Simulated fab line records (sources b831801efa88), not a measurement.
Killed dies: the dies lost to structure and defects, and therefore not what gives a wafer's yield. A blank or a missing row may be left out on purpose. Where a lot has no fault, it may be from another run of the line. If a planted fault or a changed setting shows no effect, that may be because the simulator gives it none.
Which tool is to blame? :: flow gf180mcu :: 14 lots with 40 wafers sampled at 4 steps, on a route of 602 steps

WHAT THE GAUGES READ, wafer by wafer
GF_VT_IMPLANT_OVL_MEAS_29.
lot: L198
measured: day 6 20:03
on: overlay-02
VT_IMPLANT_02_OVL (nm): -0.1 1.2 0.1

lot: L200
measured: day 7 11:52
on: overlay-02
VT_IMPLANT_02_OVL (nm): 1.8 0.9

lot: L201
measured: day 7 20:34
on: overlay-02
VT_IMPLANT_02_OVL (nm): -1.2 -0.2

lot: L202
measured: day 8 00:58
on: overlay-01
VT_IMPLANT_02_OVL (nm): 0.2 -0.4 -1.2

lot: L203
measured: day 8 10:31
on: overlay-01
VT_IMPLANT_02_OVL (nm): 0.8 0.7 0.5

lot: L209
measured: day 9 20:22
on: overlay-01
VT_IMPLANT_02_OVL (nm): -1.9 -1.3 -0.1

lot: L212
measured: day 10 21:48
on: overlay-01
VT_IMPLANT_02_OVL (nm): -1.2 -0.9 -1.6

lot: L213
measured: day 11 02:46
on: overlay-02
VT_IMPLANT_02_OVL (nm): -2.7 -2.7 -2.8

lot: L214
measured: day 11 04:47
on: overlay-01
VT_IMPLANT_02_OVL (nm): -0.4 -1.0 -1.9

lot: L215
measured: day 11 10:54
on: overlay-02
VT_IMPLANT_02_OVL (nm): 0.3 0.4 0.2

lot: L217
measured: day 12 03:55
on: overlay-02
VT_IMPLANT_02_OVL (nm): -0.7 0.3 0.5

lot: L218
measured: day 12 09:04
on: overlay-01
VT_IMPLANT_02_OVL (nm): -1.1 -0.4 1.1

lot: L219
measured: day 12 16:25
on: overlay-02
VT_IMPLANT_02_OVL (nm): 0.6 0.7 0.4

lot: L220
measured: day 12 20:17
on: overlay-02
VT_IMPLANT_02_OVL (nm): -1.5 -0.9 -2.0

GF_POLY_GATE_CD_MEAS_18.
lot: L198
measured: day 9 06:20
on: cd sem-01
cd nm (nm): 279.9 280.4 279.2

lot: L200
measured: day 10 00:42
on: cd sem-02
cd nm (nm): 282.0 281.2

lot: L201
measured: day 10 08:28
on: cd sem-01
cd nm (nm): 281.7 277.4

lot: L202
measured: day 10 19:01
on: cd sem-01
cd nm (nm): 277.0 278.0 280.7

lot: L203
measured: day 10 23:10
on: cd sem-01
cd nm (nm): 282.4 279.3 280.8

lot: L209
measured: day 12 11:42
on: cd sem-01
cd nm (nm): 281.0 278.8 281.2

lot: L212
measured: day 13 15:46
on: cd sem-02
cd nm (nm): 281.5 280.0 282.9

lot: L213
measured: day 13 22:06
on: cd sem-02
cd nm (nm): 279.4 278.7 278.2

lot: L214
measured: day 14 00:41
on: cd sem-01
cd nm (nm): 280.0 279.3 277.3

lot: L215
measured: day 14 07:47
on: cd sem-01
cd nm (nm): 280.2 280.2 283.0

lot: L217
measured: day 15 02:35
on: cd sem-01
cd nm (nm): 280.1 280.8 283.6

lot: L218
measured: day 15 07:09
on: cd sem-02
cd nm (nm): 280.2 277.8 274.8

lot: L219
measured: day 15 13:13
on: cd sem-02
cd nm (nm): 280.2 280.4 279.8

lot: L220
measured: day 15 23:19
on: cd sem-01
cd nm (nm): 281.7 277.9 275.8

WHICH TOOL RAN EACH LOT (tool, then ch and the chambers of the sampled wafers, then the start)
lot: L198
GF_POLY_GATE_SOFTBAKE_06: litho track-02 ch 0, day 8 19:00
GF_POLY_GATE_ETCH_12: rie diel-02 ch 0,1,2, day 9 03:52

lot: L200
GF_POLY_GATE_SOFTBAKE_06: litho track-02 ch 0, day 9 13:00
GF_POLY_GATE_ETCH_12: rie diel-03 ch 0,1, day 9 22:31

lot: L201
GF_POLY_GATE_SOFTBAKE_06: litho track-02 ch 0, day 9 21:00
GF_POLY_GATE_ETCH_12: rie diel-04 ch 0,2, day 10 06:37

lot: L202
GF_POLY_GATE_SOFTBAKE_06: litho track-04 ch 0, day 10 07:00
GF_POLY_GATE_ETCH_12: rie diel-03 ch 0,1,2, day 10 16:31

lot: L203
GF_POLY_GATE_SOFTBAKE_06: litho track-02 ch 0, day 10 12:00
GF_POLY_GATE_ETCH_12: rie diel-04 ch 0,1, day 10 21:28

lot: L209
GF_POLY_GATE_SOFTBAKE_06: litho track-04 ch 0, day 12 00:00
GF_POLY_GATE_ETCH_12: rie diel-03 ch 0,1,3, day 12 10:08

lot: L212
GF_POLY_GATE_SOFTBAKE_06: litho track-02 ch 0, day 13 03:00
GF_POLY_GATE_ETCH_12: rie diel-04 ch 0,2,3, day 13 14:13

lot: L213
GF_POLY_GATE_SOFTBAKE_06: litho track-02 ch 0, day 13 09:00
GF_POLY_GATE_ETCH_12: rie diel-02 ch 0,3, day 13 19:34

lot: L214
GF_POLY_GATE_SOFTBAKE_06: litho track-02 ch 0, day 13 11:00
GF_POLY_GATE_ETCH_12: rie diel-03 ch 0,1,2, day 13 22:01

lot: L215
GF_POLY_GATE_SOFTBAKE_06: litho track-02 ch 0, day 13 20:00
GF_POLY_GATE_ETCH_12: rie diel-04 ch 0,1,3, day 14 06:13

lot: L217
GF_POLY_GATE_SOFTBAKE_06: litho track-01 ch 0, day 14 14:00
GF_POLY_GATE_ETCH_12: rie diel-03 ch 0,1, day 15 00:58

lot: L218
GF_POLY_GATE_SOFTBAKE_06: litho track-01 ch 0, day 14 18:00
GF_POLY_GATE_ETCH_12: rie diel-03 ch 0,1,2, day 15 05:34

lot: L219
GF_POLY_GATE_SOFTBAKE_06: litho track-02 ch 0, day 15 00:00
GF_POLY_GATE_ETCH_12: rie diel-02 ch 1,3, day 15 11:39

lot: L220
GF_POLY_GATE_SOFTBAKE_06: litho track-04 ch 0, day 15 09:00
GF_POLY_GATE_ETCH_12: rie diel-03 ch 0,3, day 15 20:34
- GF_POLY_GATE_SOFTBAKE_06: time 60 s.
- GF_POLY_GATE_ETCH_12: etches BARC in N2/H2.

WHAT THE TOOLS THEMSELVES READ (means of the sampled wafers that have a number; where no wafer has one, the mark that the record gives instead)
GF_POLY_GATE_SOFTBAKE_06.
lot: L198
tool: litho track-02
chill plate temp C (C): 23.07
exhaust pa (Pa): 43.9
heater power total W (W): 93.04
run length s (s): 89.46

lot: L200
tool: litho track-02
chill plate temp C (C): 22.93
exhaust pa (Pa): 45.8
heater power total W (W): 96.63
run length s (s): 83.50

lot: L201
tool: litho track-02
chill plate temp C (C): 23.04
exhaust pa (Pa): 45.3
heater power total W (W): 96.62
run length s (s): 83.29

lot: L202
tool: litho track-04
chill plate temp C (C): 23.01
exhaust pa (Pa): 45.3
heater power total W (W): 93.04
run length s (s): 89.13

lot: L203
tool: litho track-02
chill plate temp C (C): 22.97
exhaust pa (Pa): 44.8
heater power total W (W): 95.45
run length s (s): 85.41

lot: L209
tool: litho track-04
chill plate temp C (C): 23.00
exhaust pa (Pa): 45.3
heater power total W (W): 93.04
run length s (s): 89.10

lot: L212
tool: litho track-02
chill plate temp C (C): 22.89
exhaust pa (Pa): 45.0
heater power total W (W): 93.04
run length s (s): 89.53

lot: L213
tool: litho track-02
chill plate temp C (C): 22.95
exhaust pa (Pa): 45.4
heater power total W (W): 93.06
run length s (s): 89.42

lot: L214
tool: litho track-02
chill plate temp C (C): 23.12
exhaust pa (Pa): 45.4
heater power total W (W): 93.06
run length s (s): 89.45

lot: L215
tool: litho track-02
chill plate temp C (C): 23.03
exhaust pa (Pa): 45.0
heater power total W (W): 93.06
run length s (s): 89.49

lot: L217
tool: litho track-01
chill plate temp C (C): 22.92
exhaust pa (Pa): 45.1
heater power total W (W): 93.06
run length s (s): 89.04

lot: L218
tool: litho track-01
chill plate temp C (C): 22.96
exhaust pa (Pa): 45.4
heater power total W (W): 93.08
run length s (s): 89.15

lot: L219
tool: litho track-02
chill plate temp C (C): 22.93
exhaust pa (Pa): 44.9
heater power total W (W): 92.99
run length s (s): 89.55

lot: L220
tool: litho track-04
chill plate temp C (C): 23.10
exhaust pa (Pa): 44.3
heater power total W (W): 93.08
run length s (s): 89.13

GF_POLY_GATE_ETCH_12.
lot: L198
tool: rie diel-02
drypump motor current A (A): 5.6
oes product au (a.u.): 0.734
rf fwd power W (W): 495.9
throttle valve pct (%): 13.223

lot: L200
tool: rie diel-03
drypump motor current A (A): 5.6
oes product au (a.u.): 0.733
rf fwd power W (W): 494.3
throttle valve pct (%): 13.221

lot: L201
tool: rie diel-04
drypump motor current A (A): 6.0
oes product au (a.u.): 0.738
rf fwd power W (W): 493.3
throttle valve pct (%): 13.216

lot: L202
tool: rie diel-03
drypump motor current A (A): 5.7
oes product au (a.u.): 0.733
rf fwd power W (W): 496.6
throttle valve pct (%): 13.213

lot: L203
tool: rie diel-04
drypump motor current A (A): 5.6
oes product au (a.u.): 0.732
rf fwd power W (W): 497.6
throttle valve pct (%): 13.217

lot: L209
tool: rie diel-03
drypump motor current A (A): 5.7
oes product au (a.u.): 0.736
rf fwd power W (W): 493.7
throttle valve pct (%): 13.216

lot: L212
tool: rie diel-04
drypump motor current A (A): 5.9
oes product au (a.u.): 0.734
rf fwd power W (W): 495.2
throttle valve pct (%): 13.217

lot: L213
tool: rie diel-02
drypump motor current A (A): 5.1
oes product au (a.u.): 0.733
rf fwd power W (W): 494.5
throttle valve pct (%): 13.218

lot: L214
tool: rie diel-03
drypump motor current A (A): 5.7
oes product au (a.u.): 0.734
rf fwd power W (W): 495.5
throttle valve pct (%): 13.208

lot: L215
tool: rie diel-04
drypump motor current A (A): 5.6
oes product au (a.u.): 0.736
rf fwd power W (W): 497.0
throttle valve pct (%): 13.214

lot: L217
tool: rie diel-03
drypump motor current A (A): 5.6
oes product au (a.u.): 0.734
rf fwd power W (W): 494.8
throttle valve pct (%): 13.212

lot: L218
tool: rie diel-03
drypump motor current A (A): 5.7
oes product au (a.u.): 0.736
rf fwd power W (W): 494.8
throttle valve pct (%): 13.213

lot: L219
tool: rie diel-02
drypump motor current A (A): 5.5
oes product au (a.u.): 0.738
rf fwd power W (W): 493.6
throttle valve pct (%): 13.215

lot: L220
tool: rie diel-03
drypump motor current A (A): 5.6
oes product au (a.u.): 0.737
rf fwd power W (W): 496.0
throttle valve pct (%): 13.204

THE ANSWER, worked out from the rows above alone
Rule: the lots themselves supply what counts as usual. The widest of any qualifying gaps counts: lots, ordered by their means at a reading, are off when they make up no more than a third of the lots, leave a main group of 4 or more, and stand apart from it by 3 or more times the standard deviation of that group's means. A main group whose means are all the same, to the digits that the tables above print for the reading, isn't used. A lot without any number at a reading at which 4 lots or more have one is off too. Where the step has rows for the other lots, those lots are counted as sound. First the gauges in route order, then the tools' own readings, where a lot's mean is used as printed above. At the first step where some lot is off, the reading lying furthest off is the one used; lots without a number count as furthest.
Off: L200, L201, L203, at GF_POLY_GATE_SOFTBAKE_06 (heater power total W). Mean 93.05 W and standard deviation 0.024 in the main group.
A tool fits if, at that step or a process step before it, it ran every lot that is off, and no sound lot after the first of them. None of those tried fits.

WHAT HAD BEEN PUT IN BY THE SIMULATOR
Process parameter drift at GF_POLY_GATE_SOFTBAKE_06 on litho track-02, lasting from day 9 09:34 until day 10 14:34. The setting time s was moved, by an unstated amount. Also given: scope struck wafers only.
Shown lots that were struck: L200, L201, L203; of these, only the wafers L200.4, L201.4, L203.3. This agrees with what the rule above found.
